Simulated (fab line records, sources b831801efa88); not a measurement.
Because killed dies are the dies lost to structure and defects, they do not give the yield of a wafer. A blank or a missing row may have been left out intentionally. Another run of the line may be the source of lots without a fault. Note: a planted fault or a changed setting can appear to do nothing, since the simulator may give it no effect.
Chamber matching | flow gf180mcu | GF_V4_CMP_26 on cmp-01 has 4 sister chambers
The step polishes, stops on SiO2, t overpolish 15 s, target thk 0 nm. 7 wafers are shown with their chamber, then 8 later ones without.

WAFERS WITH THEIR CHAMBER
wafer  | chamber | motor current A (A) | time to endpoint s (s)
L710.1 | 3       | 10.1                | 87.9
L715.1 | 1       | 10.0                | 79.7
L715.3 | 0       | 11.2                | 83.6
L719.1 | 2       | 12.0                | 86.3
L719.3 | 1       | 10.9                | 85.0
L719.4 | 0       | 10.9                | 88.3
L720.1 | 2       | 12.5                | 86.6

WAFERS WITHOUT THEIR CHAMBER
wafer  | motor current A (A) | time to endpoint s (s)
L720.5 | 12.9                | 82.9
L720.6 | 9.6                 | 85.5
L731.4 | 11.1                | 90.0
L731.5 | 11.9                | 87.6
L731.6 | 9.6                 | 87.9
L732.1 | 10.3                | 84.8
L732.3 | 10.1                | 89.9
L732.5 | 9.6                 | 88.7

WHICH CHAMBER EACH WENT THROUGH
wafer  | from the rows above               | in truth
L720.5 | 2                                 | 2
L720.6 | can't be placed: 3 or 1 or 0      | 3
L731.4 | can't be placed: 0 or 3 or 2 or 1 | 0
L731.5 | can't be placed: 2 or 0           | 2
L731.6 | can't be placed: 3 or 1           | 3
L732.1 | can't be placed: 1 or 3 or 0      | 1
L732.3 | can't be placed: 3 or 0           | 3
L732.5 | can't be placed: 3 or 1           | 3
Correct placement for 1 of the 8. Not placeable from these rows: 7 (in 7, the candidates include the true chamber). 0 placed wrongly.
How it was worked out, from the rows above alone: a wafer's distance from a chamber is the root of the sum, over the readings, of the square of ((its reading less the chamber's mean) divided by the reading's scatter). The wafer belongs to the nearest chamber; if the next one is less than 2 further off, it can't be placed. The mean given for a chamber averages the wafers shown for that chamber. The scatter is the square root of a quotient: the sum, over the shown wafers, of each reading's squared deviation from its chamber's mean, divided by wafers minus chambers.
